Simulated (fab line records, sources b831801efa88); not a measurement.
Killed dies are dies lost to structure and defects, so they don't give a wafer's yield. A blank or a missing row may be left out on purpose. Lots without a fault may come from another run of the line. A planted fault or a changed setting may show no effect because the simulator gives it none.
A struck lot beside a sound one | flow gf180mcu | 19 steps out of a route of 602
Sound: wafers L326.1, L326.2, L326.4. Struck: wafers L333.1, L333.4, L333.5. The cause comes at the end.
At each step with rows: each side's tool, then ch and its chambers, then its first start. Under that, the readings that differ: sound wafers | struck wafers | difference of the means | sigmas: that difference in standard deviations of wafers without a fault.
alike: readings whose means differ by less than 2 such deviations, and words and numbers that are the same on both sides. not compared: withheld readings, readings that some wafer has no value for, bounds like >300 that may hide the same value, and numbers for which the record gives no deviation and whose values overlap.
The two part at a step that has a row with sigmas, a row that says differs or no value, or rows on one side only. Numbers that don't overlap but have no deviation are shown without sigmas and don't part them. A reading that every wafer of one side lacks parts them only if that side has two wafers or more.

first, 1 step without rows for these wafers: GF_HV_LDD_CLEAN_51 (cleans in SC1/SC2, time 150 s).
GF_HV_LDD_RTA_52: time 10 s.
  sound on rtp_anneal-01 ch 0, day 16 22:53; struck on rtp_anneal-02 ch 0, day 19 05:34
  reading            | sound    | struck   | difference | sigmas
  lamp_power_pct (%) | 37 37 37 | 29 29 29 | -8         | -2
  alike: chamber_o2_ppm, wafer_temp_C_max
GF_HV_LDD_RS_MEAS_53: measures by four-point-probe.
  sound on film_metro-02, day 16 22:57; struck on film_metro-02, day 19 05:38
  alike: HV_LDD_RS
then, 1 step without rows for these wafers: GF_HV_LDD_CVD_54 (deposits SiO2 from TEOS, target thk 10 nm, time 75 s).
GF_HV_LDD_THK_MEAS_55:
  sound on film_metro-02, day 17 00:05; struck on film_metro-01, day 19 06:47
  alike: HV_LDD_CVD_54_THK
then, 1 step without rows for these wafers: GF_HV_LDD_CVD_56 (deposits Si3N4 from DCS/NH3, target thk 90 nm, time 1543 s).
GF_HV_LDD_THK_MEAS_57:
  sound on film_metro-01, day 17 01:35; struck on film_metro-01, day 19 08:16
  reading                | sound          | struck         | difference | sigmas
  HV_LDD_CVD_56_THK (nm) | 88.5 88.9 89.4 | 90.7 90.9 90.4 | +1.7       | +2
GF_HV_LDD_ETCHBACK_58: etches Si3N4 in CH3F/O2, stops on SiO2, time 100 s, target depth 90 nm.
  sound on rie_diel-02 ch 0,1,2, day 17 01:38; struck on rie_diel-03 ch 1,2,3, day 19 08:20
  alike: bias_w, drypump_motor_current_A, oes_product_au, throttle_valve_pct
  not compared: rf_hours_counter_h
then, 4 steps without rows for these wafers: GF_NSD_DEHYDRATE_00 (time 60 s); GF_NSD_HMDS_01 (prime time 60 s); GF_NSD_COAT_02 (resist thk 1000 nm); GF_NSD_SOFTBAKE_03 (time 60 s).
GF_NSD_EXPOSE_04: exposes mask Nplus, target cd 400 nm.
  sound on iline_stepper-01 ch 0, day 17 13:23; struck on iline_stepper-01 ch 0, day 19 20:17
  reading                     | sound                   | struck            | difference | sigmas
  model.NSD.overlay_x_nm (nm) | -0.7046 -0.7046 -0.7046 | 223.7 223.7 223.7 | +224.4     |
  alike: mask, reticle_temp_C
then, 2 steps without rows for these wafers: GF_NSD_PEB_05; GF_NSD_DEVELOP_06 (develop time 60 s).
GF_NSD_CD_MEAS_07: target cd 400 nm.
  sound on cd_sem-01, day 18 01:04; struck on cd_sem-01, day 20 08:28
  alike: cd_nm
GF_NSD_OVL_MEAS_08:
  sound on overlay-01, day 18 01:11; struck on overlay-01, day 20 08:35
  reading      | sound          | struck            | difference | sigmas
  NSD_OVL (nm) | -0.9 -1.3 -1.4 | 223.1 224.1 223.3 | +224.7     | +99 or more
then, 1 step without rows for these wafers: GF_NSD_IMPLANT_09.
-- the record jumps here: 14 days lie between the struck wafers' starts before and after (it left off in module NSD and takes up again in module PASSIVATION, whose first step shown is number 602 of the route) --
GF_PASSIVATION_PROBE_99:
  the record has rows for the struck wafers here (prober-01, day 34 11:21) and none for the sound ones

WHERE THEY PART
First at GF_HV_LDD_RTA_52; last, within this record, at GF_PASSIVATION_PROBE_99.

WHY: what the simulator had put in
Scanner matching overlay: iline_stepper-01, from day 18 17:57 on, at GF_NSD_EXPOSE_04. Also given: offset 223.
